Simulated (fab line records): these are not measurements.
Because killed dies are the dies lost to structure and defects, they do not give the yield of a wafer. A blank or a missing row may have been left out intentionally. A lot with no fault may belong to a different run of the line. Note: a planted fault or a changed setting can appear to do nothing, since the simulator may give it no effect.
fab line records	flow sky130
record: lots: 6	wafers: 18	lastDay: 50
route steps=708 shown LI_CONTACT@366 PAD_OPEN@708
lots that met no fault: from a run of the same line without faults
startH: hours from the record's first day to the start of the lot's first wafer shown	waitH: hours since the lot's step before	" repeats the value in the row above	L1.1+2: a single row standing in for several wafers	- no value, or no start given	* or withheld: withheld	< > ~ a bound
route shown NAME@n: NAME is a module with steps in the file, n the number in the route of the first one	usual: mean/standard deviation of fault-free wafers	same: alike in all rows	chamber/n: place in a boat	sites: the reading at each site	_std_site: the standard deviation of these	_edge_site: inner sites' mean taken away from outer sites' mean	radiusMm: how far each site lies from the wafer's centre	mask NAME#n: copy n	behind: tool/chamber where the wafer was last shaped	hold: what put the lot on hold/how long, in hours/how the hold closed	device: transistor that didn't switch, given as n, p or np	end of line: at the end of the route, the tests of the same wafers	step lacking rows: just its recipe	killed: not the wafer's yield, but the dies lost to structure and defects at the first sort	map: a wafer's dies, x killed, . not, _ none there
set.NAME: the setting as run; set.NAME@STEP: as run at that earlier step	model.NAME: the simulator's own value behind a step, which no gauge read
a table for each step, a row for each wafer; lots at some steps of the route
services: from which hour (startH, from the record's first day; less than 0 if before it) a tool's chamber was out of use, for how many hours, and why
== steps ==
step: SKY_LI_CONTACT_DEHYDRATE_04
recipe: tempC: 200	timeS: 60
step: SKY_LI_CONTACT_HMDS_05
recipe: primeTimeS: 60	primeTempC: 120
step: SKY_LI_CONTACT_COAT_06
recipe: resist: BARC	tempC: withheld	timeS: withheld	spinRpm: 3000	resistThkNm: 60
step: SKY_LI_CONTACT_COAT_07
recipe: resist: KrF-thick	spinRpm: 3000	resistThkNm: 450
step: SKY_LI_CONTACT_SOFTBAKE_08
recipe: tempC: 100	timeS: 90	resist: KrF-thick
step: SKY_LI_CONTACT_EXPOSE_09
recipe: maskId: LICM1	na: 0.8	sourceShape: annular	sigmaInner: 0.55	sigmaOuter: 0.85	targetCdNm: 170	doseMj: 38
step: SKY_LI_CONTACT_PEB_10
recipe: pebTempC: withheld	pebTimeS: withheld	resist: KrF-thick
step: SKY_LI_CONTACT_DEVELOP_11
recipe: developTimeS: 60	resist: KrF-thick	devTempC: 21
step: SKY_LI_CONTACT_CD_MEAS_12
recipe: targetCdNm: 170
usual: cdNm: 170.1/1.6
lot.wafer	tool	chamber	startH	waitH	cdNm
L843.2	cdSem-01	-	737.89	-	168.6
L843.4	"	-	"	"	170.7
L843.5	"	-	"	"	170.5
L846.1	cdSem-01	-	747.94	-	168.8
L846.2	"	-	"	"	168.6
L846.4	"	-	"	"	167.7
L848.1	cdSem-01	-	765.72	-	171.1
L848.2	"	-	"	"	170.4
L848.5	"	-	"	"	170.0
L855.2	cdSem-02	-	816.37	-	170.9
L855.5	"	-	"	"	170.1
L855.6	"	-	"	"	170.9
L858.2	cdSem-01	-	832.17	-	169.0
L858.3	"	-	"	"	169.0
L858.4	"	-	"	"	169.3
L859.3	cdSem-02	-	839.76	-	169.8
L859.4	"	-	"	"	168.8
L859.6	"	-	"	"	169.0
step: SKY_LI_CONTACT_OVL_MEAS_13
usual: LI_CONTACT_OVL: 0/5.3
lot.wafer	tool	chamber	startH	waitH	LI_CONTACT_OVL[nm]
L843.2	overlay-02	-	738.00	0.1	2
L843.4	"	-	"	"	2
L843.5	"	-	"	"	-5
L846.1	overlay-02	-	748.06	0.1	9
L846.2	"	-	"	"	2
L846.4	"	-	"	"	-11
L848.1	overlay-02	-	765.84	0.1	-5
L848.2	"	-	"	"	9
L848.5	"	-	"	"	0
L855.2	overlay-01	-	816.47	0.1	3
L855.5	"	-	"	"	5
L855.6	"	-	"	"	-3
L858.2	overlay-01	-	832.27	0.1	0
L858.3	"	-	"	"	1
L858.4	"	-	"	"	1
L859.3	overlay-02	-	839.85	0.1	1
L859.4	"	-	"	"	2
L859.6	"	-	"	"	0
step: SKY_LI_CONTACT_ETCH_14
recipe: chemistry: N2/H2	target: BARC	ionEnergyEv: 200	sourceW: 500	biasW: 100	pressureMtorr: 30	n2FlowSccm: 100	h2FlowSccm: 200	stopOn: SiO2	timeS: 45.9	targetDepthA: 600
usual: biasW: 100.00/0.29	drypumpMotorCurrentA: 5.6/0.54	oesProductAu: 0.855/0.0047	rfFwdPowerW: 495.9/2.2	throttleValvePct: 13.225/0.0092
lot.wafer	tool	chamber	startH	waitH	biasW	drypumpMotorCurrentA	oesProductAu	rfFwdPowerW	rfHoursCounterH	throttleValvePct
L843.2	rieDiel-03	3	738.03	0.0	99.99	6.4	0.852	493.8	9	13.227
L843.4	"	0	"	"	100.11	4.7	0.846	493.9	8	13.219
L843.5	"	1	"	"	100.27	5.3	0.845	495.0	-	13.232
L846.1	rieDiel-01	2	748.09	0.0	99.45	5.7	0.857	497.1	4	13.230
L846.2	"	0	"	"	100.28	5.7	0.858	491.2	2	13.220
L846.4	"	1	"	"	99.55	5.4	0.858	495.9	8	13.237
L848.1	rieDiel-03	3	765.88	0.0	100.40	6.4	0.853	498.7	10	13.231
L848.2	"	2	"	"	100.14	4.9	0.866	496.6	24	13.226
L848.5	"	2	"	"	100.24	4.9	0.860	493.9	-	13.230
L855.2	rieDiel-01	2	816.50	0.0	99.63	5.7	0.860	498.4	6	13.232
L855.5	"	0	"	"	100.20	5.6	0.859	495.0	-	13.217
L855.6	"	2	"	"	100.28	5.7	0.849	496.1	-	13.229
L858.2	rieDiel-04	1	832.30	0.0	99.42	6.2	0.854	494.5	13	13.214
L858.3	"	2	"	"	100.04	6.0	0.859	499.1	11	13.212
L858.4	"	0	"	"	99.84	6.3	0.853	493.2	1	13.224
L859.3	rieDiel-03	3	839.88	0.0	100.57	6.4	0.858	495.1	13	13.221
L859.4	"	3	"	"	99.83	6.4	0.853	498.6	-	13.231
L859.6	"	0	"	"	100.05	4.7	0.861	492.7	-	13.238
step: SKY_LI_CONTACT_ETCH_15
recipe: target: PSG	chemistry: C4F8/O2/Ar	stopOn: Si	taperDeg: 4.15	maskMaterial: KrF-thick	sourceW: 1500	biasW: 1200	pressureMtorr: 40	c4f8FlowSccm: withheld	O2_flow_sccm: 6	Ar_flow_sccm: 300	timeS: withheld	targetDepthA: 6000
usual: biasW: 1200/3.9	oesProductAu: 0.838/0.0049	rfFwdPowerW: 1494/5.1
lot.wafer	tool	chamber	startH	waitH	biasW	oesProductAu	rfFwdPowerW
L843.2	rieDiel-03	3	738.07	0.0	1197	0.837	1489
L843.4	"	0	"	"	1202	0.841	1480
L843.5	"	1	"	"	1207	0.833	1493
L846.1	rieDiel-01	2	748.14	0.0	1199	0.838	1492
L846.2	"	0	"	"	1197	0.826	1500
L846.4	"	1	"	"	1199	0.837	1495
L848.1	rieDiel-03	3	765.92	0.0	1200	0.842	1492
L848.2	"	2	"	"	1198	0.838	1502
L848.5	"	2	"	"	1198	0.840	1500
L855.2	rieDiel-01	2	816.55	0.0	1202	0.835	1489
L855.5	"	0	"	"	1196	0.843	1497
L855.6	"	2	"	"	1202	0.845	1486
L858.2	rieDiel-04	1	832.35	0.0	1203	0.830	1496
L858.3	"	2	"	"	1205	0.841	1495
L858.4	"	0	"	"	1198	0.831	1485
L859.3	rieDiel-03	3	839.92	0.0	1201	0.837	1500
L859.4	"	3	"	"	1197	0.838	1487
L859.6	"	0	"	"	1198	0.836	1494
step: SKY_LI_CONTACT_STRIP_16
recipe: chemistry: O2/N2	powerW: 1400	pressureMtorr: 1500	platenTempC: withheld	o2FlowSccm: 3000	n2FlowSccm: 300	overashFraction: 0.5
usual: drypumpMotorCurrentA: 5.7/0.34	oesProductAu: 0.375/0.0045	overashFraction: 0.5/0	stripTimeToEndpointS: 3.486/0.025
lot.wafer	tool	chamber	startH	waitH	drypumpMotorCurrentA	oesProductAu	overashFraction	rfHoursCounterH	stripTimeToEndpointS
L843.2	plasmaAsher-04	1	738.15	-	5.7	0.372	0.5	86	3.481
L843.4	"	1	"	"	5.7	0.375	0.5	-	3.484
L843.5	"	1	"	"	5.7	0.377	0.5	-	3.472
L846.1	plasmaAsher-04	1	748.22	-	5.6	0.375	0.7	87	3.507
L846.2	"	0	"	"	6.1	0.372	0.5	87	3.457
L846.4	"	0	"	"	6.1	0.367	0.5	-	3.485
L848.1	plasmaAsher-04	0	766.00	-	6.1	0.381	0.5	89	3.476
L848.2	"	1	"	"	5.6	0.373	0.7	89	3.470
L848.5	"	1	"	"	5.6	0.376	0.7	-	3.482
L855.2	plasmaAsher-04	0	816.63	-	6.1	0.375	0.5	94	3.495
L855.5	"	0	"	"	6.1	0.377	0.5	-	3.428
L855.6	"	1	"	"	5.6	0.378	0.5	-	3.477
L858.2	plasmaAsher-04	1	832.43	-	5.6	0.376	0.5	96	3.471
L858.3	"	0	"	"	6.1	0.367	0.5	-	3.505
L858.4	"	1	"	"	5.7	0.372	0.5	-	3.513
L859.3	plasmaAsher-02	1	840.04	-	5.1	0.382	0.5	-	3.477
L859.4	"	0	"	"	5.6	0.379	0.5	-	3.479
L859.6	"	1	"	"	5.2	0.376	0.5	-	3.481
step: SKY_LI_CONTACT_CLEAN_17
recipe: chemistry: NMP	timeS: 600	tempC: 60	dry: n2Spin
step: SKY_PAD_OPEN_PROBE_99
usual: killed_at_M0_to_M3: 43/6.5	killed_at_M4_up: 3.5/1.9	killedAtContacts: 24/5.4	killedAtFrontEnd: 16/4.8	killedAtOther: 0.4/0.64	killedDies: 87/9.4	killedOpen: 47/7	killedShort: 40/6.3
same: grossDies: 492	killedAtBackSide: 0
lot.wafer	tool	chamber	startH	waitH	killed_at_M0_to_M3	killed_at_M4_up	killedAtContacts	killedAtFrontEnd	killedAtOther	killedDies	killedOpen	killedShort
L843.2	prober-01	-	1123.06	0.1	49	3	18	17	0	87	57	28
L843.4	prober-01	-	1123.16	0.2	46	5	17	28	0	96	50	44
L843.5	prober-01	-	1123.21	0.2	41	6	29	22	1	99	51	45
L846.1	prober-02	-	1126.81	0.1	37	3	17	15	0	72	38	34
L846.2	prober-02	-	1126.86	0.1	40	2	25	16	1	84	46	38
L846.4	prober-02	-	1126.96	0.2	44	7	28	16	0	95	54	40
L848.1	prober-01	-	1141.81	0.1	39	5	18	9	2	73	35	36
L848.2	prober-01	-	1141.86	0.1	38	3	39	15	1	96	57	38
L848.5	prober-01	-	1142.01	0.2	41	8	28	21	0	98	52	45
L855.2	prober-02	-	1174.64	0.1	38	6	14	23	0	81	46	35
L855.5	prober-02	-	1174.79	0.2	37	3	29	17	1	87	47	39
L855.6	prober-02	-	1174.84	0.2	43	3	13	24	1	84	37	46
L858.2	prober-01	-	1184.43	0.1	38	2	33	16	0	89	53	36
L858.3	prober-01	-	1184.48	0.2	37	3	21	21	0	82	51	31
L858.4	prober-01	-	1184.53	0.2	43	3	25	12	0	83	42	39
L859.3	prober-02	-	1188.91	0.2	39	7	19	11	0	76	40	36
L859.4	prober-02	-	1188.96	0.2	40	1	25	16	0	82	43	39
L859.6	prober-02	-	1189.06	0.2	37	4	32	13	0	86	36	48
killed by level:class
L843.2 CONTACT:geometricParticle:open=10 METAL1:geometricParticle:short=9 VIA1:geometricParticle:open=9 VIA3:geometricParticle:open=8 VIA2:geometricParticle:open=7 LI_CONTACT:geometricParticle:open=6 FIELD_ISO:geometricParticle:open=4 FIELD_ISO:geometricParticle:short=4
L843.4 VIA1:geometricParticle:open=11 FIELD_ISO:geometricParticle:open=8 CONTACT:geometricParticle:open=6 METAL2:geometricParticle:short=6 FIELD_ISO:geometricParticle:short=5 VIA1:geometricParticle:short=5 METAL1:geometricParticle:short=5 VIA3:geometricParticle:short=4
L843.5 CONTACT:geometricParticle:short=9 VIA2:geometricParticle:open=9 CONTACT:geometricParticle:open=8 VIA3:geometricParticle:open=8 FIELD_ISO:geometricParticle:open=7 METAL4:geometricParticle:short=6 POLY_GATE:geometricParticle:open=5 LI_CONTACT:geometricParticle:open=5
L846.1 VIA1:geometricParticle:open=9 VIA2:geometricParticle:open=8 CONTACT:geometricParticle:open=8 FIELD_ISO:geometricParticle:short=6 LI_CONTACT:geometricParticle:open=5 VIA3:geometricParticle:open=5 VIA2:geometricParticle:short=4 LOCAL_INTERCONNECT:geometricParticle:short=3
L846.2 LI_CONTACT:geometricParticle:open=11 POLY_GATE:geometricParticle:short=7 CONTACT:geometricParticle:open=7 VIA1:geometricParticle:open=7 VIA2:geometricParticle:open=6 METAL2:geometricParticle:short=6 METAL1:geometricParticle:short=5 FIELD_ISO:geometricParticle:open=3
L846.4 CONTACT:geometricParticle:open=14 VIA1:geometricParticle:open=8 METAL2:geometricParticle:short=7 LI_CONTACT:geometricParticle:open=6 VIA1:geometricParticle:short=6 VIA3:geometricParticle:open=6 VIA2:geometricParticle:open=5 SPACER:geometricParticle:open=4
L848.1 VIA1:geometricParticle:open=8 METAL1:geometricParticle:short=6 LOCAL_INTERCONNECT:geometricParticle:short=5 CONTACT:geometricParticle:open=5 VIA1:geometricParticle:short=5 METAL2:geometricParticle:short=5 VIA2:geometricParticle:open=5 LI_CONTACT:geometricParticle:short=3
L848.2 CONTACT:geometricParticle:open=17 VIA1:geometricParticle:open=13 VIA2:geometricParticle:open=8 CONTACT:geometricParticle:short=7 LI_CONTACT:geometricParticle:short=6 LOCAL_INTERCONNECT:geometricParticle:short=4 VIA3:geometricParticle:open=4 METAL3:geometricParticle:short=4
L848.5 CONTACT:geometricParticle:open=11 FIELD_ISO:geometricParticle:short=9 VIA1:geometricParticle:open=8 FIELD_ISO:geometricParticle:open=6 VIA3:geometricParticle:open=6 LOCAL_INTERCONNECT:geometricParticle:short=6 VIA1:geometricParticle:short=6 METAL4:geometricParticle:short=6
L855.2 VIA3:geometricParticle:open=8 METAL1:geometricParticle:short=7 POLY_GATE:geometricParticle:open=6 POLY_GATE:geometricParticle:short=5 CONTACT:geometricParticle:open=5 VIA2:geometricParticle:open=5 FIELD_ISO:geometricParticle:open=4 FIELD_ISO:geometricParticle:short=4
L855.5 LI_CONTACT:geometricParticle:open=10 CONTACT:geometricParticle:open=10 VIA3:geometricParticle:open=8 METAL2:geometricParticle:short=6 FIELD_ISO:geometricParticle:open=5 CONTACT:geometricParticle:short=5 VIA1:geometricParticle:short=5 POLY_GATE:geometricParticle:open=4
L855.6 POLY_GATE:geometricParticle:short=9 METAL1:geometricParticle:short=9 FIELD_ISO:geometricParticle:open=6 VIA3:geometricParticle:short=6 VIA3:geometricParticle:open=5 FIELD_ISO:geometricParticle:short=4 LI_CONTACT:geometricParticle:open=4 VIA2:geometricParticle:open=4
L858.2 LI_CONTACT:geometricParticle:open=11 CONTACT:geometricParticle:open=11 METAL1:geometricParticle:short=7 VIA2:geometricParticle:open=7 CONTACT:geometricParticle:short=6 VIA3:geometricParticle:open=6 POLY_GATE:geometricParticle:short=5 FIELD_ISO:geometricParticle:short=4
L858.3 VIA3:geometricParticle:open=9 CONTACT:geometricParticle:open=8 VIA1:geometricParticle:open=7 VIA2:geometricParticle:open=7 POLY_GATE:geometricParticle:short=5 POLY_GATE:geometricParticle:open=5 LI_CONTACT:geometricParticle:open=5 FIELD_ISO:geometricParticle:open=4
L858.4 CONTACT:geometricParticle:open=10 CONTACT:geometricParticle:short=8 VIA1:geometricParticle:open=8 VIA2:geometricParticle:open=7 METAL2:geometricParticle:short=6 VIA3:geometricParticle:open=6 VIA1:geometricParticle:short=5 LI_CONTACT:geometricParticle:open=4
L859.3 VIA1:geometricParticle:open=10 LI_CONTACT:geometricParticle:open=9 METAL2:geometricParticle:short=6 METAL4:geometricParticle:short=5 FIELD_ISO:geometricParticle:open=4 VIA1:geometricParticle:short=4 CONTACT:geometricParticle:short=4 METAL1:geometricParticle:short=4
L859.4 VIA1:geometricParticle:open=10 CONTACT:geometricParticle:open=8 CONTACT:geometricParticle:short=7 LI_CONTACT:geometricParticle:open=5 VIA3:geometricParticle:short=5 METAL1:geometricParticle:short=5 VIA1:geometricParticle:short=5 FIELD_ISO:geometricParticle:open=4
L859.6 CONTACT:geometricParticle:open=10 CONTACT:geometricParticle:short=8 METAL1:geometricParticle:short=7 VIA1:geometricParticle:open=7 LI_CONTACT:geometricParticle:open=6 LOCAL_INTERCONNECT:geometricParticle:short=5 VIA3:geometricParticle:short=4 METAL2:geometricParticle:short=4
== services ==
tool	chamber	startH	hours	kind
rieDiel-04	1	732.00	4.7	repair
plasmaAsher-02	-	733.75	9.0	pm
plasmaAsher-02	0	733.75	9.0	ventCycle
plasmaAsher-02	1	733.75	9.0	ventCycle
plasmaAsher-04	-	739.16	1.3	repair
plasmaAsher-02	0	742.75	-	clean
plasmaAsher-02	1	742.75	-	clean
rieDiel-03	-	771.29	2.8	pm
rieDiel-04	0	773.22	-	clean
rieDiel-04	0	773.22	24.6	scheduledDown
rieDiel-04	0	773.22	24.6	ventCycle
rieDiel-03	0	790.85	2.9	repair
rieDiel-03	1	800.21	-	clean
rieDiel-03	1	800.21	14.5	scheduledDown
rieDiel-03	1	800.21	14.5	ventCycle
rieDiel-01	3	814.68	4.2	repair
plasmaAsher-04	-	817.59	1.6	repair
rieDiel-01	-	835.89	0.3	repair
rieDiel-03	1	836.31	4.3	repair
plasmaAsher-04	-	839.36	3.5	repair
== key ==
firstSign: step: SKY_LI_CONTACT_STRIP_16	reading: overashFraction	direction: up	sigmas: 99+	usual: 0.5	struck: 0.7
effect none on later readings
metAt SKY_LI_CONTACT_STRIP_16
struckWafers L846.1,L848.2,L848.5
testerLeftOut L846,L848
onsetBetween 738.15 748.22
fault: kind: processParameterDrift	tool: plasmaAsher-04	chamber: 1	onsetH: 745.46	steps: SKY_LI_CONTACT_STRIP_16	channel: overashFraction	offset: 0.2	shape: step	endH: 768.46	actsIn: theseRecipesOnly	stated: 0.5
testerLeftOut: of these lots the tester's yield and bins aren't shown, on N5 and GAA mostly nor the transistor test; their killed dies are dies lost to structure and defects alone, not to doping, threshold or leakage, so they don't give the yield
